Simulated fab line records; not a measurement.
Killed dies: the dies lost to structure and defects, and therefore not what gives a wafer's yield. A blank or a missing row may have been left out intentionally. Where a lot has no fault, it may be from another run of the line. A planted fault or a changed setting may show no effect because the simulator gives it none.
One fault seen from 2 desks | flow sky130 | numbers are kept per desk, each desk with only its own; the story behind them comes last

METROLOGY DESK
What the gauges read, lot by lot, whatever tool the lot ran on: means of the sampled wafers that have a number. Any lot whose mean is over 4 standard deviations away from the usual mean is out of limits and marked OUT; that distance is given in the brackets.
Columns: A = cd nm at SKY_METAL4_CD_MEAS_13, usual 300.3 nm
lot  | first seen here | A
L197 | day 41 08:08    | 301.6
L198 | day 42 09:29    | 301.9
L199 | day 42 23:18    | 298.6
L200 | day 43 05:58    | 301.0
L202 | day 43 22:56    | 301.1
L203 | day 44 00:44    | 300.8
L207 | day 44 18:38    | 298.2
L209 | day 45 01:31    | 301.0
L212 | day 45 19:48    | 299.4
L216 | day 47 04:55    | 299.4
L219 | day 47 13:32    | 300.5
L220 | day 47 22:58    | 300.3
Finding of this desk: none of the 12 lots has anything out of limits.

TOOL OWNER'S DESK, rie diel-03
The tool's own readings at SKY_VIA4_ETCH_12 (etches SiO2 in C4F8/O2/Ar, stops on TiN, target depth 580 nm): means of the sampled wafers that have a number, for each lot that ran on this tool. Any lot whose mean is over 4 standard deviations away from the usual mean is out of limits and marked OUT; that distance is given in the brackets.
Columns: A = bias w at SKY_VIA4_ETCH_12, usual 1199 W; B = chamber pressure mTorr at SKY_VIA4_ETCH_12, usual 40.00 mTorr; C = oes product au at SKY_VIA4_ETCH_12, usual 0.926 a.u.; D = rf fwd power W at SKY_VIA4_ETCH_12, usual 1492 W
lot  | first seen here | A    | B     | C     | D
L197 | day 42 08:59    | 1197 | 40.01 | 0.925 | 1497
L199 | day 43 23:20    | 1196 | 40.00 | 0.920 | 1494
L202 | day 44 22:04    | 1202 | 39.99 | 0.926 | 1493
L203 | day 45 01:07    | 1199 | 40.02 | 0.927 | 1498
L207 | day 45 17:19    | 1199 | 40.01 | 0.923 | 1493
Finding of this desk: none of the 5 lots has anything out of limits.

BROUGHT TOGETHER
The metrology desk saw nothing out of limits.
The desk of the tool owner found nothing out of limits.

WHAT THE SIMULATOR HAD PUT IN
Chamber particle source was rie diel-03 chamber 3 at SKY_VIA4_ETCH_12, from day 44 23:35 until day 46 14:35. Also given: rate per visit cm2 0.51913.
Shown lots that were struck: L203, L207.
